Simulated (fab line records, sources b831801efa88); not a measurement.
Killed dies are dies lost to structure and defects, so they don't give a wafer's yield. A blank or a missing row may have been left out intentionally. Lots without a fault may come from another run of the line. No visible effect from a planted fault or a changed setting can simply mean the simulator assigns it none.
The tool behind it: which one?	flow sky130	Sampling: 6 lots, 18 wafers, 2 of 708 route steps

== WHAT THE GAUGES READ, wafer by wafer ==
SKY_LOCAL_INTERCONNECT_THK_MEAS_02: measures by xrf.
lot	measured	on	LOCAL_INTERCONNECT_TIN_THK (nm)
L297	day 31 03:22	film_metro-04	101.1 101.2 100.9
L301	day 31 09:14	film_metro-01	100.1 100.3 100.5
L308	day 33 19:56	film_metro-02	100.2 99.9 99.8
L313	day 35 10:08	film_metro-04	101.9 101.7 101.1
L316	day 35 21:55	film_metro-01	101.4 100.7 100.6
L317	day 36 05:49	film_metro-04	101.7 101.2 100.9

== WHICH TOOL RAN EACH LOT (tool, then ch and the chambers of the sampled wafers, then the start) ==
lot	SKY_LI_CONTACT_CMP_24
L297	cmp-02 ch 0,1,3, day 31 02:59
L301	cmp-02 ch 0,1,3, day 31 08:46
L308	cmp-01 ch 1,2,3, day 33 19:27
L313	cmp-02 ch 2,3, day 35 09:41
L316	cmp-01 ch 0,3, day 35 21:26
L317	cmp-01 ch 0,1, day 36 05:20
- SKY_LI_CONTACT_CMP_24: polishes, stops on PSG, t overpolish 20 s, target thk 0 nm.

== THE ANSWER, worked out from the rows above alone ==
Rule: what is usual is taken from the lots themselves. The widest of any qualifying gaps counts: lots, ordered by their means at a reading, are off when they make up no more than a third of the lots, leave a main group of 4 or more, and stand apart from it by 3 or more times the standard deviation of that group's means. The tables above print the reading to a certain number of digits; a main group whose means all agree to those digits is not used. A lot without any number at a reading at which 4 lots or more have one is off too. Any other lot the step has rows for is counted as sound.
No lot is off at any reading shown: from this, nothing can be told.

== WHAT HAD BEEN PUT IN BY THE SIMULATOR ==
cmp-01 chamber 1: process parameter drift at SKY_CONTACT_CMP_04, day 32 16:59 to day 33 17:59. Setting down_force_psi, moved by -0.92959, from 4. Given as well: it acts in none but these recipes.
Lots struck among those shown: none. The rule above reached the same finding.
